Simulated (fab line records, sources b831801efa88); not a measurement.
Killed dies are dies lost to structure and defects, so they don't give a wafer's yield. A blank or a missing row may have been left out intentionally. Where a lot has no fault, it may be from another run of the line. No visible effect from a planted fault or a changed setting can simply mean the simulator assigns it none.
The tool behind it: which one?    flow sky130    Sampling: 14 lots, 41 wafers, 5 of 708 route steps

== WHAT THE GAUGES READ, wafer by wafer ==
SKY_POLY_GATE_THK_MEAS_21.
lot   measured      on             POLY_GATE_OXIDATION_THK (nm)
L986  day 16 22:12  film-metro-02  3.92 3.81 4.00
L988  day 17 04:21  film-metro-02  4.05 3.96 4.04
L989  day 17 12:19  film-metro-03  3.96 4.05 4.06
L990  day 17 16:26  film-metro-04  4.08 4.09 4.05
L991  day 18 11:17  film-metro-04  4.10 4.12 4.03
L992  day 18 17:25  film-metro-02  4.00 4.04 4.00
L994  day 19 04:43  film-metro-04  3.92 3.94 4.01
L995  day 19 19:50  film-metro-02  4.02 4.01 3.96
L997  day 21 07:22  film-metro-04  3.92 4.08 4.03
L998  day 21 13:23  film-metro-04  3.92 3.88 3.87
L999  day 21 15:07  film-metro-02  4.00 3.90 3.89
L100  day 22 03:00  film-metro-03  3.98 3.93 4.02
L103  day 22 17:16  film-metro-04  3.90 3.77
L105  day 23 13:25  film-metro-02  4.04 4.01 3.95

SKY_LOCAL_INTERCONNECT_CD_MEAS_11: the cd target is 170 nm.
lot   measured      on         cd-nm (nm)
L986  day 30 18:53  cd-sem-01  170.3 169.9 170.8
L988  day 31 01:59  cd-sem-01  170.8 171.1 169.6
L989  day 31 06:11  cd-sem-01  167.7 170.2 168.0
L990  day 31 10:09  cd-sem-01  172.1 172.0 170.9
L991  day 32 04:13  cd-sem-01  169.7 169.6 169.7
L992  day 32 08:48  cd-sem-01  168.6 169.4 168.1
L994  day 32 21:24  cd-sem-01  168.3 168.8 167.3
L995  day 33 10:46  cd-sem-01  170.3 169.6 170.3
L997  day 34 16:31  cd-sem-01  169.2 170.0 170.7
L998  day 34 20:08  cd-sem-01  170.8 169.4 171.4
L999  day 34 23:05  cd-sem-01  170.0 170.2 171.6
L100  day 35 08:16  cd-sem-01  171.7 170.1 142.8 171.2 169.9 142.7
L103  day 35 22:34  cd-sem-01  169.7 141.5 169.7 141.7
L105  day 36 12:17  cd-sem-01  168.0 169.8 168.8

SKY_VIA1_THK_MEAS_01.
lot   measured      on             VIA1_HDPCVD_THK (nm)
L986  day 33 06:04  film-metro-03  1011 1041 1013
L988  day 33 11:25  film-metro-03  1012 1028 1022
L989  day 33 16:29  film-metro-02  1033 1024 1045
L990  day 33 20:38  film-metro-04  1031 1026 1038
L991  day 34 14:25  film-metro-04  1045 1048 1033
L992  day 34 18:19  film-metro-02  1052 1042 1042
L994  day 35 06:47  film-metro-02  1032 1029 1030
L995  day 35 19:01  film-metro-03  1030 1048 1041
L997  day 37 00:32  film-metro-04  1040 1027 1026
L998  day 37 04:56  film-metro-04  1030 1035 1022
L999  day 37 07:13  film-metro-04  1046 1030 1046
L100  day 37 16:44  film-metro-03  1048 1034 1040
L103  day 38 06:59  film-metro-04  1039 1035
L105  day 38 20:10  film-metro-03  1019 1043 1016

== WHICH TOOL RAN EACH LOT (tool, then ch and the chambers of the sampled wafers, then the start) ==
lot   SKY_POLY_CUT_STRIP_12                 SKY_LOCAL_INTERCONNECT_EXPOSE_08
L986  plasma-asher-02 ch 0,1, day 24 16:08  krf-scanner-01 ch 0, day 30 05:35
L988  plasma-asher-01 ch 0,1, day 24 22:28  krf-scanner-01 ch 0, day 30 12:41
L989  plasma-asher-01 ch 0,1, day 25 06:06  krf-scanner-01 ch 0, day 30 17:19
L990  plasma-asher-02 ch 0,1, day 25 09:21  krf-scanner-01 ch 0, day 30 20:19
L991  plasma-asher-03 ch 0,1, day 26 05:22  krf-scanner-02 ch 0, day 31 15:34
L992  plasma-asher-03 ch 0,1, day 26 10:42  krf-scanner-02 ch 0, day 31 19:49
L994  plasma-asher-02 ch 0,1, day 26 22:50  krf-scanner-02 ch 0, day 32 07:33
L995  plasma-asher-01 ch 0,1, day 27 14:40  krf-scanner-01 ch 0, day 32 21:45
L997  plasma-asher-03 ch 0,1, day 28 21:41  krf-scanner-01 ch 0, day 34 03:43
L998  plasma-asher-01 ch 0,1, day 29 02:27  krf-scanner-01 ch 0, day 34 07:40
L999  plasma-asher-01 ch 1, day 29 04:36    krf-scanner-02 ch 0, day 34 09:47
L100  plasma-asher-03 ch 0,1, day 29 14:36  krf-scanner-01 ch 0, day 34 19:10
L103  plasma-asher-03 ch 1, day 30 05:23    krf-scanner-01 ch 0, day 35 10:10
L105  plasma-asher-03 ch 0,1, day 30 20:06  krf-scanner-02 ch 0, day 35 22:46
- SKY_POLY_CUT_STRIP_12: strips in O2/N2.
- SKY_LOCAL_INTERCONNECT_EXPOSE_08: exposes mask LI1M, target cd 170 nm.

== AS READ BY THE TOOLS THEMSELVES (means over the sampled wafers that have a number; for cases with no such wafer, the mark the record gives instead) ==
SKY_POLY_CUT_STRIP_12.
lot   tool             drypump-motor-current-A (A)  o2-flow-sccm (sccm)  oes-product-au (a.u.)  strip-time-to-endpoint-s (s)
L986  plasma-asher-02  5.83                         3000                 0.460                  5.371
L988  plasma-asher-01  5.66                         2996                 0.452                  5.370
L989  plasma-asher-01  5.66                         3002                 0.454                  5.374
L990  plasma-asher-02  5.84                         3006                 0.454                  5.357
L991  plasma-asher-03  5.33                         2999                 0.451                  5.354
L992  plasma-asher-03  5.36                         3000                 0.455                  5.342
L994  plasma-asher-02  5.84                         2998                 0.451                  5.364
L995  plasma-asher-01  5.67                         3006                 0.449                  5.356
L997  plasma-asher-03  5.27                         3002                 0.452                  5.374
L998  plasma-asher-01  5.67                         3005                 0.453                  5.367
L999  plasma-asher-01  5.82                         3001                 0.451                  5.347
L100  plasma-asher-03  5.32                         3005                 0.451                  5.355
L103  plasma-asher-03  5.21                         3019                 0.452                  5.345
L105  plasma-asher-03  5.25                         3007                 0.451                  5.377

SKY_LOCAL_INTERCONNECT_EXPOSE_08.
lot   tool            exposure-dose-mJ-cm2
L986  krf-scanner-01  27.97
L988  krf-scanner-01  28.00
L989  krf-scanner-01  28.01
L990  krf-scanner-01  27.99
L991  krf-scanner-02  27.97
L992  krf-scanner-02  27.98
L994  krf-scanner-02  27.96
L995  krf-scanner-01  28.01
L997  krf-scanner-01  28.00
L998  krf-scanner-01  28.02
L999  krf-scanner-02  27.96
L100  krf-scanner-01  28.02
L103  krf-scanner-01  28.01
L105  krf-scanner-02  27.99

== THE ANSWER, worked out from the rows above alone ==
Rule: the usual values come from the lots themselves. Put in order of their means at a reading, lots are off if they are a third of the lots or fewer, leave a main group of 4 or more, and stand apart from it by a gap of 3 or more times the standard deviation of the main group's means; of several such gaps the widest counts. A main group whose means are all the same, to the digits that the tables above print for the reading, isn't used. A lot without any number at a reading at which 4 lots or more have one is off too. Any other lot the step has rows for is counted as sound. Order of review: gauges by route order, followed by the tools' own readings, for which a lot's mean as printed above is used. The first step at which some lot is off is used, and at that step the reading that is off furthest; a lot without a number counts as furthest.
Off: L100, L103 (SKY_LOCAL_INTERCONNECT_CD_MEAS_11, cd-nm). Mean 169.8 nm and standard deviation 0.99 in the main group.
A tool fits if, at a process step before that reading, it ran every lot that is off, and no sound lot after the first of them. The gauges at SKY_LOCAL_INTERCONNECT_CD_MEAS_11 are tried like those tools. One fits: krf-scanner-01 at SKY_LOCAL_INTERCONNECT_EXPOSE_08. Its last sound lot is L998 (day 34 07:40), its first lot that is off L100 (day 34 19:10): a fault that began between those two fits.

== WHAT THE SIMULATOR HAD PUT IN ==
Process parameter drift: krf-scanner-01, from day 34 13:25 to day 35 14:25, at SKY_LOCAL_INTERCONNECT_EXPOSE_08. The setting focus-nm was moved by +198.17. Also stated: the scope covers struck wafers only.
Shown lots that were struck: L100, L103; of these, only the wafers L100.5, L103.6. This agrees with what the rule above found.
